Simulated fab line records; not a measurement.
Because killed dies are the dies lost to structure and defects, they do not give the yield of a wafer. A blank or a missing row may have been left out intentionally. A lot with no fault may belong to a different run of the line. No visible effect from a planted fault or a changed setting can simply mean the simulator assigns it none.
fab line records    flow sky130
record lots=13  wafers=39  lastDay=50
route steps=708 shown SD_P@329
lots untouched by any fault: they come from a run of this same line in which no faults occurred
startH: start of the lot's first displayed wafer, in hours after the record's first day    waitH: hours since the lot's step before    " repeats the value in the row above    L1.1+2: one row covering several wafers at once    - no value present, or no start provided    * or withheld: withheld    < > ~ a bound
route shown NAME@n: names a module that has steps shown in the file, with the first one's number in the route    usual: average and standard deviation across the fault-free wafers    same: alike in all rows    chamber/n: place in a boat    sites: readings site by site    _std_site: standard deviation across them    _edge_site: mean of outer sites minus mean of inner sites    radiusMm: for every site, how far away it sits from the centre of the wafer    mask NAME#n: copy n    behind: the tool/chamber that last shaped the wafer    hold: what put the lot on hold/how long, in hours/how the hold closed    device: names the non-switching transistor (n, p or np)    end of line: the same wafers' tests at the end of the route    step lacking rows: just its recipe    killed: at the first sort, the dies lost to defects and structure; wafer yield is something else    map: per-die view of a wafer (x killed, . not killed, _ where there is no die)
set.NAME: the run value of the setting; set.NAME@STEP: its run value at that earlier step    model.NAME: the simulator's own value behind a step, which no gauge read
the route's steps for a sample of lots (tables are steps, rows are wafers)
services: a tool's chamber out of use, with start hour (startH, from the record's first day; less than 0 if before it), hours out, and reason
## steps
# step SKY_SD_P_IMPLANT_09
# recipe species=BF2  energyKev=20  doseCm2=3e+15  tiltDeg=0
# usual beamOnS=15.6/1.8  doseIonsCm2=3e+15/3.2e+12
lot.wafer  tool          chamber  startH  waitH  beamOnS  doseIonsCm2
L178.3     implanter-01  0        589.70  0.1    15.0     3.004e+15
L178.5     "             0        "       "      15.0     2.999e+15
L178.6     "             0        "       "      15.8     3.002e+15
L179.1     implanter-01  0        607.70  0.0    14.9     3.001e+15
L179.2     "             0        "       "      14.7     3.006e+15
L179.4     "             0        "       "      14.9     3.003e+15
L181.3     implanter-03  0        624.50  0.1    13.7     2.999e+15
L181.4     "             0        "       "      13.8     3e+15
L181.5     "             0        "       "      14.0     3e+15
L180.1     implanter-03  0        626.05  0.0    12.7     2.999e+15
L180.2     "             0        "       "      13.7     2.998e+15
L180.5     "             0        "       "      14.1     2.999e+15
L182.2     implanter-01  0        634.56  0.0    15.2     2.995e+15
L182.3     "             0        "       "      14.8     3.002e+15
L182.5     "             0        "       "      14.7     3.001e+15
L189.3     implanter-02  0        715.10  0.1    26.0     4.322e+15
L189.4     "             0        "       "      25.9     4.326e+15
L189.5     "             0        "       "      25.8     4.32e+15
L191.1     implanter-02  0        716.55  0.0    27.1     4.321e+15
L191.2     "             0        "       "      25.4     4.323e+15
L191.3     "             0        "       "      26.3     4.325e+15
L195.3     implanter-03  0        728.15  0.1    13.8     3.004e+15
L195.4     "             0        "       "      14.1     2.996e+15
L195.5     "             0        "       "      13.8     2.992e+15
L196.3     implanter-01  0        742.88  0.1    15.0     2.998e+15
L196.4     "             0        "       "      15.1     2.993e+15
L196.5     "             0        "       "      15.1     3.003e+15
L197.1     implanter-03  0        743.48  0.0    13.9     3.002e+15
L197.5     "             0        "       "      13.2     3e+15
L197.6     "             0        "       "      13.6     3.001e+15
L199.1     implanter-03  0        759.20  0.0    13.7     3.003e+15
L199.4     "             0        "       "      13.7     3.005e+15
L199.6     "             0        "       "      13.8     3.005e+15
L198.1     implanter-03  0        760.23  0.0    14.1     2.997e+15
L198.2     "             0        "       "      13.7     3.001e+15
L198.5     "             0        "       "      13.8     3e+15
L201.4     implanter-01  0        775.30  0.2    14.8     3.002e+15
L201.5     "             0        "       "      15.4     3.002e+15
L201.6     "             0        "       "      14.9     2.997e+15
# step SKY_SD_P_STRIP_10
# recipe chemistry=O2/N2  powerW=1400  pressureMtorr=1500  platenTempC=withheld  o2FlowSccm=3000  n2FlowSccm=300  overashFraction=0.5
# usual drypumpMotorCurrentA=5.76/0.17  oesProductAu=0.618/0.0045  stripTimeToEndpointS=17.50/0.038
# same overashFraction=0.5
lot.wafer  tool            chamber  startH  waitH  drypumpMotorCurrentA  oesProductAu  rfHoursCounterH  stripTimeToEndpointS
L178.3     plasmaAsher-04  0        589.83  0.1    5.64                  0.625         -                17.55
L178.5     "               0        "       "      5.66                  0.620         -                17.60
L178.6     "               1        "       "      5.61                  0.621         -                17.55
L179.1     plasmaAsher-01  1        607.85  0.1    5.98                  0.617         18               17.47
L179.2     "               0        "       "      5.93                  0.617         18               17.51
L179.4     "               0        "       "      5.97                  0.619         -                17.46
L181.3     plasmaAsher-02  1        624.64  0.1    5.54                  0.619         -                17.48
L181.4     "               0        "       "      5.76                  0.621         -                17.51
L181.5     "               1        "       "      5.53                  0.612         -                17.48
L180.1     plasmaAsher-02  0        626.20  0.1    5.77                  0.618         97               17.48
L180.2     "               1        "       "      5.55                  0.617         97               17.49
L180.5     "               1        "       "      5.53                  0.608         -                17.44
L182.2     plasmaAsher-01  1        634.68  0.1    5.97                  0.625         20               17.49
L182.3     "               0        "       "      5.94                  0.615         -                17.50
L182.5     "               1        "       "      5.96                  0.618         -                17.48
L189.3     plasmaAsher-02  0        715.24  0.1    5.77                  0.597         -                18.22
L189.4     "               1        "       "      5.54                  0.592         -                18.29
L189.5     "               0        "       "      5.77                  0.590         -                18.26
L191.1     plasmaAsher-01  1        716.70  0.1    6.00                  0.599         29               18.22
L191.2     "               0        "       "      5.97                  0.600         29               18.29
L191.3     "               1        "       "      5.95                  0.600         -                18.24
L195.3     plasmaAsher-02  0        728.28  0.1    5.81                  0.619         -                17.49
L195.4     "               1        "       "      5.53                  0.623         -                17.51
L195.5     "               0        "       "      5.80                  0.616         -                17.52
L196.3     plasmaAsher-02  1        743.02  0.1    5.52                  0.619         -                17.47
L196.4     "               0        "       "      5.81                  0.613         -                17.49
L196.5     "               0        "       "      5.80                  0.617         -                17.47
L197.1     plasmaAsher-02  0        743.63  0.1    5.77                  0.624         0                17.51
L197.5     "               1        "       "      5.52                  0.615         -                17.51
L197.6     "               0        "       "      5.77                  0.614         -                17.54
L199.1     plasmaAsher-02  1        759.35  0.1    5.55                  0.622         2                17.49
L199.4     "               1        "       "      5.54                  0.619         -                17.58
L199.6     "               1        "       "      5.52                  0.614         -                17.56
L198.1     plasmaAsher-01  1        760.38  0.1    5.98                  0.615         33               17.54
L198.2     "               0        "       "      5.94                  0.623         33               17.55
L198.5     "               0        "       "      5.94                  0.610         -                17.55
L201.4     plasmaAsher-01  1        775.41  0.1    5.99                  0.617         -                17.51
L201.5     "               1        "       "      5.99                  0.613         -                17.55
L201.6     "               0        "       "      5.95                  0.615         -                17.50
# step SKY_SD_P_TW_MEAS_11
# usual SD_P_TW=2811/20
lot.wafer  tool          chamber  startH  waitH  SD_P_TW
L178.3     filmMetro-01  -        589.92  0.1    2806
L178.5     "             -        "       "      2781
L178.6     "             -        "       "      2810
L179.1     filmMetro-04  -        607.95  0.1    2777
L179.2     "             -        "       "      2778
L179.4     "             -        "       "      2762
L181.3     filmMetro-01  -        624.72  0.1    2815
L181.4     "             -        "       "      2796
L181.5     "             -        "       "      2812
L180.1     filmMetro-01  -        626.30  0.1    2801
L180.2     "             -        "       "      2811
L180.5     "             -        "       "      2794
L182.2     filmMetro-02  -        634.79  0.1    2801
L182.3     "             -        "       "      2807
L182.5     "             -        "       "      2806
L189.3     filmMetro-04  -        715.32  0.1    3000
L189.4     "             -        "       "      2981
L189.5     "             -        "       "      2999
L191.1     filmMetro-02  -        716.80  0.1    3008
L191.2     "             -        "       "      2997
L191.3     "             -        "       "      2994
L195.3     filmMetro-04  -        728.37  0.1    2823
L195.4     "             -        "       "      2828
L195.5     "             -        "       "      2831
L196.3     filmMetro-04  -        743.10  0.1    2845
L196.4     "             -        "       "      2839
L196.5     "             -        "       "      2839
L197.1     filmMetro-04  -        743.73  0.1    2836
L197.5     "             -        "       "      2842
L197.6     "             -        "       "      2833
L199.1     filmMetro-04  -        759.45  0.1    2828
L199.4     "             -        "       "      2814
L199.6     "             -        "       "      2808
L198.1     filmMetro-01  -        760.48  0.1    2803
L198.2     "             -        "       "      2818
L198.5     "             -        "       "      2810
L201.4     filmMetro-04  -        775.51  0.1    2835
L201.5     "             -        "       "      2848
L201.6     "             -        "       "      2844
# step SKY_SD_N_RS_MEAS_17
# recipe thkMeasGauge=four-point-probe
# usual SD_P_RS=147.1/0.37
lot.wafer  tool          chamber  startH  waitH  SD_P_RS[ohm/sq]
L178.3     filmMetro-04  -        647.64  0.1    147.4
L178.5     "             -        "       "      147.9
L178.6     "             -        "       "      147.3
L179.1     filmMetro-04  -        666.66  0.1    146.4
L179.2     "             -        "       "      147.1
L179.4     "             -        "       "      146.4
L181.3     filmMetro-04  -        681.00  0.1    146.9
L181.4     "             -        "       "      147.0
L181.5     "             -        "       "      146.6
L180.1     filmMetro-04  -        683.11  0.1    147.7
L180.2     "             -        "       "      147.1
L180.5     "             -        "       "      147.0
L182.2     filmMetro-02  -        691.68  0.1    147.0
L182.3     "             -        "       "      146.8
L182.5     "             -        "       "      146.7
L189.3     filmMetro-04  -        769.95  0.1    142.2
L189.4     "             -        "       "      141.8
L189.5     "             -        "       "      142.0
L191.1     filmMetro-04  -        772.21  0.1    142.1
L191.2     "             -        "       "      142.2
L191.3     "             -        "       "      142.1
L195.3     filmMetro-04  -        781.20  0.1    147.1
L195.4     "             -        "       "      146.7
L195.5     "             -        "       "      146.8
L196.3     filmMetro-01  -        796.59  0.1    147.0
L196.4     "             -        "       "      147.1
L196.5     "             -        "       "      147.3
L197.1     filmMetro-02  -        798.30  0.1    147.1
L197.5     "             -        "       "      147.5
L197.6     "             -        "       "      147.7
L199.1     filmMetro-04  -        812.76  0.1    147.1
L199.4     "             -        "       "      147.6
L199.6     "             -        "       "      147.0
L198.1     filmMetro-04  -        814.10  0.1    147.5
L198.2     "             -        "       "      146.9
L198.5     "             -        "       "      146.6
L201.4     filmMetro-01  -        829.83  0.1    147.2
L201.5     "             -        "       "      147.2
L201.6     "             -        "       "      146.7
## services
tool            chamber  startH  hours  kind
implanter-01    -        581.63  4.5    repair
implanter-02    -        610.09  4.1    repair
plasmaAsher-04  -        624.79  3.3    repair
plasmaAsher-01  -        635.72  3.7    repair
implanter-03    -        643.36  3.8    pm
implanter-03    -        658.52  13.7   repair
plasmaAsher-04  -        684.90  11.5   repair
implanter-01    -        686.35  1.7    repair
implanter-02    -        687.66  1.7    pm
implanter-01    -        695.67  2.6    pm
implanter-02    -        727.43  2.2    repair
plasmaAsher-02  -        733.75  9.0    pm
plasmaAsher-02  0        733.75  9.0    ventCycle
plasmaAsher-02  1        733.75  9.0    ventCycle
plasmaAsher-02  0        742.75  -      clean
plasmaAsher-02  1        742.75  -      clean
plasmaAsher-04  -        747.54  1.4    repair
implanter-01    -        748.23  2.2    repair
plasmaAsher-01  -        764.51  10.8   repair
implanter-03    -        765.80  15.1   pm
implanter-01    -        770.86  3.0    repair
## key
firstSign step=SKY_SD_P_IMPLANT_09  reading=doseIonsCm2  direction=up  sigmas=99+  usual=*  struck=*
effect step=SKY_SD_P_IMPLANT_09  reading=beamOnS  direction=up  sigmas=5.8  usual=15.6  struck=26.1
effect step=SKY_SD_P_STRIP_10  reading=stripTimeToEndpointS  direction=up  sigmas=20  usual=*  struck=*
effect step=SKY_SD_P_TW_MEAS_11  reading=SD_P_TW  direction=up  sigmas=9.3  usual=2811  struck=2996
effect step=SKY_SD_N_RS_MEAS_17  reading=SD_P_RS  direction=down  sigmas=13  usual=147.1  struck=142.1
metAt SKY_SD_P_IMPLANT_09
struckLots L189,L191
testerLeftOut L189,L191
fault kind=processParameterDrift  tool=implanter-02  chamber=-  onsetH=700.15  steps=SKY_SD_P_IMPLANT_09  channel=doseCm2  offset=*  shape=step  endH=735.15  actsIn=*  stated=*
# testerLeftOut: of these lots the tester's yield and bins aren't shown, on N5 and GAA mostly nor the transistor test; their killed dies are dies lost to structure and defects alone, not to doping, threshold or leakage, so they don't give the yield
